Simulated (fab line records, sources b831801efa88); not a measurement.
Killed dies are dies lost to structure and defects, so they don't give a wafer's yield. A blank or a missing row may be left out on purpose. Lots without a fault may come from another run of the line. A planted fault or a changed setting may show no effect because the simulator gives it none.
A struck lot beside a sound one | flow sky130 | 38 steps out of a route of 708
Sound: wafers L293.1, L293.2, L293.4. Struck: wafers L309.1, L309.3, L309.6. The cause comes at the end.
At each step with rows: each side's tool, then ch and its chambers, then its first start. Under that, the readings that differ: sound wafers | struck wafers | difference of the means | sigmas: that difference in standard deviations of wafers without a fault.
alike: readings whose means differ by less than 2 such deviations, and words and numbers that are the same on both sides. not compared: withheld readings, readings that some wafer has no value for, bounds like >300 that may hide the same value, and numbers for which the record gives no deviation and whose values overlap.
The two part at a step that has a row with sigmas, a row that says differs or no value, or rows on one side only. Numbers that don't overlap but have no deviation are shown without sigmas and don't part them. A reading that every wafer of one side lacks parts them only if that side has two wafers or more.

first, 9 steps without rows for these wafers: SKY_VIA3_SPUTTER_20 (material TiN, target thk 20 nm, time 80 s); SKY_VIA3_CVD_21 (deposits W, target thk 390 nm, time 117.31 s); SKY_VIA3_CMP_24 (polishes, stops on SiO2, t overpolish 20 s, target thk 0 nm); SKY_METAL4_SPUTTER_00 (material Ti, target thk 15 nm, time 10 s); SKY_METAL4_SPUTTER_01 (material TiN, target thk 20 nm, time 17.31 s); SKY_METAL4_SPUTTER_02 (material AlCu, target thk 735 nm, time 39.1 s); SKY_METAL4_SPUTTER_03 (material Ti, target thk 5 nm, time 3.3 s); SKY_METAL4_SPUTTER_04 (material TiN, target thk 70 nm, time 58.3 s); SKY_CAP2M_CVD_00 (deposits SiO2, target thk 15.5 nm).
SKY_CAP2M_SPUTTER_02: material TiN, target thk 200 nm, time 166.7 s.
  sound on pvd_sputter-04, day 39 17:01; struck on pvd_sputter-01, day 44 21:55
  reading                                   | sound             | struck            | difference | sigmas
  model.TiN_of_CAP2M_SPUTTER_02.thk_nm (nm) | 204.8 203.9 200.6 | 283.8 288.5 284.9 | +82.6      |
  alike: throttle_valve_pct
SKY_CAP2M_RS_MEAS_03: measures by four-point-probe.
  sound on film_metro-04, day 39 17:07; struck on film_metro-01, day 44 22:01
  reading               | sound          | struck         | difference | sigmas
  CAP2M_TIN_RS (ohm/sq) | 6.75 6.78 6.91 | 4.85 4.78 4.83 | -1.99      | -23
SKY_CAP2M_THK_MEAS_04: measures by xrf.
  sound on film_metro-04, day 39 17:14; struck on film_metro-01, day 44 22:08
  reading            | sound             | struck            | difference | sigmas
  CAP2M_TIN_THK (nm) | 207.2 206.7 202.4 | 286.3 290.6 286.5 | +82.4      | +31
then, 7 steps without rows for these wafers: SKY_CAP2M_DEHYDRATE_05 (time 60 s); SKY_CAP2M_HMDS_06 (prime time 60 s); SKY_CAP2M_COAT_07 (resist thk 1140 nm); SKY_CAP2M_SOFTBAKE_08 (time 60 s); SKY_CAP2M_EXPOSE_09 (exposes mask CAP2M, target cd 1000 nm); SKY_CAP2M_PEB_10; SKY_CAP2M_DEVELOP_11 (develop time 60 s).
SKY_CAP2M_METAL_ETCH_13: etches TiN in Cl2/BCl3, stops on SiO2, target depth 220 nm, time 62.9 s.
  sound on rie_metal-03 ch 0,1, day 40 17:52; struck on rie_metal-03 ch 0,1, day 45 18:26
  reading                | sound                | struck               | difference | sigmas
  oes_product_au (a.u.)  | 0.950 0.953 0.937    | 1.000 0.997 1.012    | +0.056     | +7
  throttle_valve_pct (%) | 21.440 21.439 21.466 | 21.426 21.419 21.420 | -0.027     | -2
  alike: drypump_motor_current_A, mfc_cl2_sccm
  not compared: rf_hours_counter_h
then, 16 steps without rows for these wafers: SKY_CAP2M_STRIP_14 (strips in O2/N2); SKY_CAP2M_STRIP_15 (strips in post etch residue remover, time 1200 s); SKY_CAP2M_CLEAN_16 (cleans in IPA, time 180 s); SKY_CAP2M_CLEAN_17 (cleans in O3/DIW); SKY_METAL4_DEHYDRATE_05 (time 60 s); SKY_METAL4_HMDS_06 (prime time 60 s); SKY_METAL4_COAT_07 (resist thk 60 nm); SKY_METAL4_COAT_08 (resist thk 1140 nm); SKY_METAL4_SOFTBAKE_09 (time 90 s); SKY_METAL4_EXPOSE_10 (exposes mask MM4, target cd 300 nm); SKY_METAL4_PEB_11; SKY_METAL4_DEVELOP_12 (develop time 59.19 s); SKY_METAL4_DESCUM_15 (chemistry O2, time 8 s); SKY_METAL4_ETCH_16 (etches BARC in N2/H2, stops on SiO2, time 88.2 s, target depth 60 nm); SKY_METAL4_ETCH_17 (etches SiO2 in C4F8/O2/Ar, stops on TiN, time 3.9 s, target depth 15 nm); SKY_METAL4_METAL_ETCH_18 (etches the open film in Cl2/BCl3, stops on SiO2, target depth 845 nm, time 183.1 s).
SKY_METAL4_STRIP_20: strips in post etch residue remover, time 1200 s.
  sound on wet_bench-02 ch 0, day 41 18:55; struck on wet_bench-02 ch 0, day 46 15:27
  reading                                   | sound           | struck        | difference | sigmas
  model.TiN_of_CAP2M_SPUTTER_02.thk_nm (nm) | 204 203.1 199.8 | 283 287.6 284 | +83        |
  alike: bath_guard_temp_C
-- the record jumps here: 3 days lie between the struck wafers' starts before and after (it left off in module METAL4 and takes up again in module PAD_OPEN, whose first step shown is number 708 of the route) --
SKY_PAD_OPEN_PROBE_99:
  sound on prober-02, day 45 17:34; struck on prober-02, day 50 00:22
  reading                               | sound                 | struck            | difference | sigmas
  model.etest.tester.sort_n_pass        | 410 405 405           | 0 0 0             | -407       |
  model.etest.tester.sort_yield_pct (%) | 83.33 82.32 82.32     | 0 0 0             | -83        |
  model.etest.tester.sort_bin_4_pct (%) | 0 0 0                 | 74.48 78.39 74.89 | +75.92     |
  model.etest.met4.line_ohm_um          | 0.147 0.1384 0.1443   | 65.23 59.64 69.45 | +64.63     |
  model.etest.via4_chain.rc_ohm         | 0.7858 0.8215 0.7882  | 47.88 44.91 51.02 | +47.14     |
  model.etest.met4.rs_ohm_sq            | 0.0436 0.04294 0.0435 | 19.5 18.02 20.75  | +19.4      |
  model.etest.tester.sort_bin_3_pct (%) | 0.6098 0.6098 0.813   | 5.4 4.539 4.377   | +4.1       |
  model.etest.cap_mim2.plate_ohm_sq     | 5.827 5.835 6.022     | 4.231 4.153 4.242 | -1.686     |
  alike: defect_limited_yield, killed_at_M0_to_M3, killed_at_M4_up, killed_at_contacts, killed_at_front_end, killed_at_other, killed_dies, killed_open, killed_short

WHERE THEY PART
First at SKY_CAP2M_RS_MEAS_03; last, within this record, at SKY_CAP2M_METAL_ETCH_13. Later steps at which nothing parts them and some readings are alike: SKY_METAL4_STRIP_20, SKY_PAD_OPEN_PROBE_99.

WHY: what the simulator had put in
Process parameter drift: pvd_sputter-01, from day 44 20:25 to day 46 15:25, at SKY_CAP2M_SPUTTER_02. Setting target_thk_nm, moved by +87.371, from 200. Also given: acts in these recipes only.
